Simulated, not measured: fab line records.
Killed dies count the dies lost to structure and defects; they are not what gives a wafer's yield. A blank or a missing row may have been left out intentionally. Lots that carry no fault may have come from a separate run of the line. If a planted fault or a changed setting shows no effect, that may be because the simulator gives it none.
Which of the tools did it? || flow sky130 || 13 lots, 39 wafers sampled, at 2 steps of a route of 708

WHAT EACH GAUGE READ, for each wafer
SKY_METAL4_CD_MEAS_13 targets a cd of 300 nm.
{"lot": "L891", "measured": "day 41 18:53", "on": "cd_sem-02", "cd_nm (nm)": "301.0 300.4 300.3"}
{"lot": "L892", "measured": "day 42 05:37", "on": "cd_sem-01", "cd_nm (nm)": "300.5 300.9 300.6"}
{"lot": "L893", "measured": "day 42 12:58", "on": "cd_sem-02", "cd_nm (nm)": "301.4 301.1 299.6"}
{"lot": "L896", "measured": "day 43 07:28", "on": "cd_sem-01", "cd_nm (nm)": "302.4 302.6 304.0"}
{"lot": "L894", "measured": "day 43 08:17", "on": "cd_sem-02", "cd_nm (nm)": "301.5 302.8 300.8"}
{"lot": "L895", "measured": "day 43 11:45", "on": "cd_sem-01", "cd_nm (nm)": "298.3 299.3 299.3"}
{"lot": "L897", "measured": "day 43 19:55", "on": "cd_sem-02", "cd_nm (nm)": "301.3 300.1 300.5"}
{"lot": "L899", "measured": "day 44 03:36", "on": "cd_sem-02", "cd_nm (nm)": "300.3 299.2 300.6"}
{"lot": "L903", "measured": "day 45 07:50", "on": "cd_sem-01", "cd_nm (nm)": "301.2 302.0 300.1"}
{"lot": "L908", "measured": "day 46 15:34", "on": "cd_sem-01", "cd_nm (nm)": "298.4 300.1 298.8"}
{"lot": "L912", "measured": "day 47 15:20", "on": "cd_sem-01", "cd_nm (nm)": "300.0 300.6 300.1"}
{"lot": "L913", "measured": "day 47 18:55", "on": "cd_sem-01", "cd_nm (nm)": "300.5 301.4 300.7"}
{"lot": "L914", "measured": "day 48 01:53", "on": "cd_sem-01", "cd_nm (nm)": "299.9 299.8 300.4"}

SKY_VIA4_OVL_MEAS_11.
{"lot": "L891", "measured": "day 42 19:52", "on": "overlay-02", "VIA4_OVL (nm)": "0.3 -0.1 0.6"}
{"lot": "L892", "measured": "day 43 06:25", "on": "overlay-01", "VIA4_OVL (nm)": "0.8 0.3 0.0"}
{"lot": "L893", "measured": "day 43 13:40", "on": "overlay-01", "VIA4_OVL (nm)": "3.0 2.6 3.3"}
{"lot": "L896", "measured": "day 44 07:13", "on": "overlay-01", "VIA4_OVL (nm)": "-0.7 -0.6 0.2"}
{"lot": "L894", "measured": "day 44 07:56", "on": "overlay-01", "VIA4_OVL (nm)": "0.7 -0.8 0.2"}
{"lot": "L895", "measured": "day 44 11:47", "on": "overlay-02", "VIA4_OVL (nm)": "-1.3 -1.1 -1.5"}
{"lot": "L897", "measured": "day 44 19:50", "on": "overlay-01", "VIA4_OVL (nm)": "2.4 1.4 2.3"}
{"lot": "L899", "measured": "day 45 03:35", "on": "overlay-01", "VIA4_OVL (nm)": "-1.1 -0.7 -2.0"}
{"lot": "L903", "measured": "day 46 06:13", "on": "overlay-01", "VIA4_OVL (nm)": "0.9 0.1 0.8"}
{"lot": "L908", "measured": "day 47 13:41", "on": "overlay-01", "VIA4_OVL (nm)": "0.2 -0.1 1.3"}
{"lot": "L912", "measured": "day 48 13:08", "on": "overlay-02", "VIA4_OVL (nm)": "3.0 2.7 2.4"}
{"lot": "L913", "measured": "day 48 15:20", "on": "overlay-02", "VIA4_OVL (nm)": "1.7 2.6 1.2"}
{"lot": "L914", "measured": "day 48 20:56", "on": "overlay-01", "VIA4_OVL (nm)": "2.3 3.6 2.1"}

EACH LOT AND THE TOOL THAT RAN IT (in order: tool; ch and the chambers of the sampled wafers; start)
There is no process step in the record ahead of these readings.

AS READ BY THE TOOLS THEMSELVES (means over the sampled wafers that have a number; for cases with no such wafer, the mark the record gives instead)
The record holds no such reading with a usual standard deviation.

THE ANSWER, worked out from the rows above alone
Rule: usual is defined by the lots themselves. The widest of any qualifying gaps counts: lots, ordered by their means at a reading, are off when they make up no more than a third of the lots, leave a main group of 4 or more, and stand apart from it by 3 or more times the standard deviation of that group's means. A main group whose means are all the same, to the digits that the tables above print for the reading, isn't used. Also off: a lot with no number at a reading for which 4 or more lots have one. Where the step has rows for the other lots, those lots are counted as sound. After the gauges, taken in route order, come the tools' own readings; for these a lot's mean is taken, as printed above. The first step at which some lot is off is used, and at that step the reading that is off furthest; a lot without a number counts as furthest.
Across all readings shown, no lot is off: no conclusion can be drawn from this.

WHAT THE SIMULATOR HAD INSERTED
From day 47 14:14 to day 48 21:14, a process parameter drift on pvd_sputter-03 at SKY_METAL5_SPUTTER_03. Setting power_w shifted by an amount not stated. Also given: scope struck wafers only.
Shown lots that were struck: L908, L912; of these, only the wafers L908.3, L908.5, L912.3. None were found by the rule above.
